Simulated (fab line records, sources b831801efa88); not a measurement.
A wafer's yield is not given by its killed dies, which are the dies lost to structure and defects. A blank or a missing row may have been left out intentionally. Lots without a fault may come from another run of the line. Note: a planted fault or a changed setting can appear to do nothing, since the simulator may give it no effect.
What tool caused it? | flow sky130 | 36 wafers sampled from 12 lots at 1 step of a route of 708

## WHAT THE GAUGES SHOWED, per wafer
SKY_METAL2_CD_MEAS_15: the cd target is 140 nm.
lot  | measured     | on        | cd-nm (nm)
L075 | day 35 22:26 | cd-sem-02 | 141.6 141.0 142.8
L077 | day 36 21:40 | cd-sem-02 | 141.4 138.6 139.7
L079 | day 37 08:41 | cd-sem-02 | 139.3 140.8 140.0
L080 | day 37 17:34 | cd-sem-02 | 140.7 141.4 140.9
L083 | day 37 22:10 | cd-sem-02 | 140.3 142.5 141.2
L086 | day 38 20:14 | cd-sem-02 | 139.3 139.4 139.3
L087 | day 39 02:29 | cd-sem-02 | 139.4 139.7 139.6
L089 | day 40 14:34 | cd-sem-02 | 138.7 137.7 140.0
L090 | day 40 16:32 | cd-sem-01 | 139.9 139.1 139.6
L093 | day 40 23:59 | cd-sem-02 | 141.0 139.5 138.9
L095 | day 41 18:32 | cd-sem-02 | 139.6 138.9 137.5
L097 | day 41 23:59 | cd-sem-02 | 143.3 143.2 141.8

## TOOL THAT RAN EACH LOT (tool first, then ch and the chambers of the sampled wafers, then the start)
Record: no process step prior to these readings.

## THE ANSWER, worked out from the rows above alone
Rule: the usual values come from the lots themselves. The widest of any qualifying gaps counts: lots, ordered by their means at a reading, are off when they make up no more than a third of the lots, leave a main group of 4 or more, and stand apart from it by 3 or more times the standard deviation of that group's means. A main group whose means are all the same, to the digits that the tables above print for the reading, isn't used. Also off: a lot with no number at a reading for which 4 or more lots have one. Any other lot the step has rows for is counted as sound.
Nothing can be told from this: no lot is off at any reading shown.

## WHAT HAD BEEN PUT IN BY THE SIMULATOR
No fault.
